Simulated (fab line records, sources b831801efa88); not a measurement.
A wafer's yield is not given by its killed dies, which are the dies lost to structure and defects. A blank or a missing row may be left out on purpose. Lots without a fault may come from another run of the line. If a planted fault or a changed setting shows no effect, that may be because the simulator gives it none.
8D (eight disciplines) problem report, filled in by code || flow gf180mcu || the parts of the form that need people (team, actions taken, sign-off) are left out

## 1. THE PROBLEM
Wafers without a fault read 22.97 s, standard deviation 0.037; strip-time-to-endpoint-s at GF_NSD_STRIP_11 reads a mean of 22.81 s on 2 wafers belonging to 2 lots. That puts it -4.2 standard deviations away from the usual mean.
The step: strips in O2/N2.
The first sign was on wafer L116.6 at day 13 22:12, on plasma-asher-04. The record has a number at this step for 41 wafers belonging to 14 lots. The rule behind "out" and "out of limits": a value lying over 4 standard deviations away from the usual mean. The rest of the wafers with a number are treated as sound.

## 2. WHAT IT IS, AND WHAT IT ISN'T
{"question": "which readings at this step", "is": "strip-time-to-endpoint-s", "is not": "drypump-motor-current-A, heater-power-w, oes-product-au"}
{"question": "which lots", "is": "L116, L119", "is not": "L114, L115, L124, L126, L127, L128, L130, L131, L132, L134, L136, L137"}
{"question": "which wafers of those lots", "is": "L116.6, L119.1", "is not": "L116.2, L116.3, L119.2"}
{"question": "read on which tools", "is": "plasma-asher-02, plasma-asher-04", "is not": "plasma-asher-01"}
{"question": "when", "is": "from day 13 22:12", "is not": "up to then (8 sound wafers); but 31 sound wafers of L119, L124, L126, L127, L128, L130, L131, L132, L134, L136, L137 came after"}

## 3. SUSPECTS, AND WHAT RULES EACH OUT
Counting: any tool at a process step up to the reading remains a suspect provided it ran every lot that is out. Sound lots after the first of them don't rule it out here, since some wafers of a struck lot are sound.
- implanter-01 at GF_NSD_IMPLANT_09: kept. Ran every lot that is out, first one L116 (day 13 21:55); last sound lot up to then L115 (day 13 20:40).
Remaining after the count: implanter-01 at GF_NSD_IMPLANT_09.

## 4. THE CAUSE (what the simulator had put in)
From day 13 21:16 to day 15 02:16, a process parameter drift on implanter-01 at GF_NSD_IMPLANT_09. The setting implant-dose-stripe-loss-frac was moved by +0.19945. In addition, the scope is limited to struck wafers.
The count eliminated every tool but this one.

## 5. THE CHAIN OF EFFECTS, in route order
One row per reading whose mean, taken over the struck wafers that have a number, lies over 3 standard deviations from the usual. Scope: only readings with a usual standard deviation given in the record; hours: median across lots of the time from each lot's start at the first step in this table that gives one to its start at this step; sigmas: change in usual standard deviations.
{"hours": 0, "step": "GF_NSD_STRIP_11", "reading": "strip-time-to-endpoint-s", "usual": "22.97 s", "on struck wafers": 22.81, "change": -0.16, "sigmas": -4.2}
Its process steps:
- GF_NSD_STRIP_11: strips in O2/N2.
Later measuring or inspecting steps at which every struck wafer that the step has a row for has a number for every such reading, and none has moved that far: GF_M1_CD_MEAS_14.

## 6. WHAT WOULD HAVE CAUGHT IT SOONER
In this record the first reading out of limits was taken at day 13 22:12, 1 hour after the fault began at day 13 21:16.
Among the 2 lots that are out, L119 began GF_NSD_IMPLANT_09 on implanter-01 after day 13 22:12. It would have been spared by a hold on the tool at that moment.
